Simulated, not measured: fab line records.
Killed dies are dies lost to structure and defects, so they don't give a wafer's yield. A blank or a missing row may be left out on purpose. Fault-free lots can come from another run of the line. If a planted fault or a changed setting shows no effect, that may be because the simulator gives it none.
Matching of chambers :: flow sky130 :: SKY_FIELD_ISO_ETCH_15 on rieDiel-03: 4 sister chambers
The step etches the open film in CHF3/O2, stops on Si, target depth 180 nm, time 72 s. 8 wafers are shown with their chamber, then 8 later ones without.

## WAFERS PAIRED WITH THEIR CHAMBERS
wafer: L080.5
chamber: 3
drypumpMotorCurrentA (A): 5.3
throttleValvePct (%): 8.852

wafer: L083.2
chamber: 2
drypumpMotorCurrentA (A): 6.1
throttleValvePct (%): 8.853

wafer: L086.4
chamber: 2
drypumpMotorCurrentA (A): 6.1
throttleValvePct (%): 8.829

wafer: L086.6
chamber: 3
drypumpMotorCurrentA (A): 5.4
throttleValvePct (%): 8.845

wafer: L088.3
chamber: 1
drypumpMotorCurrentA (A): 5.8
throttleValvePct (%): 8.842

wafer: L088.5
chamber: 0
drypumpMotorCurrentA (A): 5.2
throttleValvePct (%): 8.846

wafer: L088.6
chamber: 1
drypumpMotorCurrentA (A): 5.8
throttleValvePct (%): 8.848

wafer: L090.2
chamber: 0
drypumpMotorCurrentA (A): 5.2
throttleValvePct (%): 8.833

## WAFERS WITH NO CHAMBER GIVEN
wafer: L090.4
drypumpMotorCurrentA (A): 6.1
throttleValvePct (%): 8.839

wafer: L090.5
drypumpMotorCurrentA (A): 5.4
throttleValvePct (%): 8.866

wafer: L094.1
drypumpMotorCurrentA (A): 5.8
throttleValvePct (%): 8.843

wafer: L094.2
drypumpMotorCurrentA (A): 5.4
throttleValvePct (%): 8.833

wafer: L094.3
drypumpMotorCurrentA (A): 6.1
throttleValvePct (%): 8.847

wafer: L095.1
drypumpMotorCurrentA (A): 5.2
throttleValvePct (%): 8.842

wafer: L095.4
drypumpMotorCurrentA (A): 6.1
throttleValvePct (%): 8.859

wafer: L095.6
drypumpMotorCurrentA (A): 5.4
throttleValvePct (%): 8.838

## EACH ONE'S CHAMBER
wafer: L090.4
from the rows above: 2
in truth: 2

wafer: L090.5
from the rows above: 3
in truth: 3

wafer: L094.1
from the rows above: 1
in truth: 1

wafer: L094.2
from the rows above: 3
in truth: 3

wafer: L094.3
from the rows above: 2
in truth: 2

wafer: L095.1
from the rows above: 0
in truth: 0

wafer: L095.4
from the rows above: 2
in truth: 2

wafer: L095.6
from the rows above: 3
in truth: 3
Correctly placed: 8 of 8. From these rows, 0 cannot be placed. 0 placed wrongly.
How it was worked out, from the rows above alone: a wafer's distance from a chamber is the root of the sum, over the readings, of the square of ((its reading less the chamber's mean) divided by the reading's scatter). The wafer belongs to the nearest chamber; if the next one is less than 2 further off, it can't be placed. Each chamber's mean is taken over the wafers shown for it. The scatter: take each reading less its chamber's mean, square it, sum over the shown wafers, divide by the number of wafers less the number of chambers, and take the root.
